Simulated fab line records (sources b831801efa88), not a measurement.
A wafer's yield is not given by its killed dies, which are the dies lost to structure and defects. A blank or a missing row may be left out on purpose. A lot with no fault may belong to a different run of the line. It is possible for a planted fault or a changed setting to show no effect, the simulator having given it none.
A lot that was struck, set against a sound lot ; flow sky130 ; 17 steps out of a route of 708
Sound: wafers L162.2, L162.5, L162.6. Wafers L168.1, L168.4, L168.5 were the ones struck. The cause is given at the end.
At each step with rows: each side's tool, then ch and its chambers, then its first start. Under that, the readings that differ: sound wafers ; struck wafers ; difference of the means ; sigmas: that difference in standard deviations of wafers without a fault.
alike: readings whose means differ by less than 2 such deviations, and words and numbers that are the same on both sides. not compared: withheld readings, readings that some wafer has no value for, bounds like >300 that may hide the same value, and numbers for which the record gives no deviation and whose values overlap.
The two part at a step that has a row with sigmas, a row that says differs or no value, or rows on one side only. When numbers do not overlap yet have no deviation, they are printed without sigmas and do not part them. Lack of a reading on every wafer of one side parts them only where that side has two or more wafers.

SKY_LDD_HVP_TW_MEAS_10:
  struck on film-metro-02, day 26 20:42; sound on film-metro-04, day 25 00:01
  alike: LDD_HVP_TW
then, 7 steps without rows for these wafers: SKY_LDD_LDN_DEHYDRATE_00 (time 60 s); SKY_LDD_LDN_HMDS_01 (prime time 60 s); SKY_LDD_LDN_COAT_02 (resist thk 1140 nm); SKY_LDD_LDN_SOFTBAKE_03 (time 60 s); SKY_LDD_LDN_EXPOSE_04 (exposes mask LDNTM, target cd 700 nm); SKY_LDD_LDN_PEB_05; SKY_LDD_LDN_DEVELOP_06 (develop time 60 s).
SKY_LDD_LDN_OVL_MEAS_07:
  struck on overlay-01, day 28 01:01; sound on overlay-02, day 26 05:07
  alike: LDD_LDN_OVL
then, 3 steps without rows for these wafers: SKY_LDD_LDN_IMPLANT_08; SKY_LDD_LDN_IMPLANT_09; SKY_LDD_LDN_IMPLANT_10.
SKY_LDD_LDN_IMPLANT_11:
  sound on implanter-02 ch 0, day 26 05:37; struck on implanter-01 ch 0, day 28 01:49
  alike: rotation-deg
SKY_LDD_LDN_STRIP_12: strips in O2/N2.
  sound on plasma-asher-04 ch 0,1, day 26 05:45; struck on plasma-asher-02 ch 0,1, day 28 02:01
  alike: drypump-motor-current-A, oes-product-au, strip-time-to-endpoint-s
  not compared: rf-hours-counter-h
SKY_LDD_LDN_TW_MEAS_13:
  struck on film-metro-01, day 28 02:07; sound on film-metro-04, day 26 05:52
reading;sound;struck;difference;sigmas
LDD_LDN_TW;1506 1504 1503;1582 1572 1584;+75;+9
then, 1 step without rows for these wafers: SKY_LDD_LDN_CLEAN_14 (cleans in SC1/SC2, time 150 s).
-- the record jumps here: 21 days lie between the struck wafers' starts before and after (it left off in module LDD_LDN and takes up again in module PAD_OPEN, whose first step shown is number 708 of the route) --
SKY_PAD_OPEN_PROBE_99:
  struck on prober-02, day 49 08:54; sound on prober-02, day 48 05:18
reading;sound;struck;difference;sigmas
model.etest.tip-sonos.rs-ohm-sq;2652 2636 2685;2353 2329 2328;-321;
  alike: killed_at_M0_to_M3, killed_at_M4_up, killed-at-contacts, killed-at-front-end, killed-at-other, killed-dies, killed-on-rim, killed-open, killed-short

## WHERE THEY PART
Only at SKY_LDD_LDN_TW_MEAS_13, within this record. Later steps at which nothing parts them and some readings are alike: SKY_PAD_OPEN_PROBE_99.

WHY: what the simulator had put in
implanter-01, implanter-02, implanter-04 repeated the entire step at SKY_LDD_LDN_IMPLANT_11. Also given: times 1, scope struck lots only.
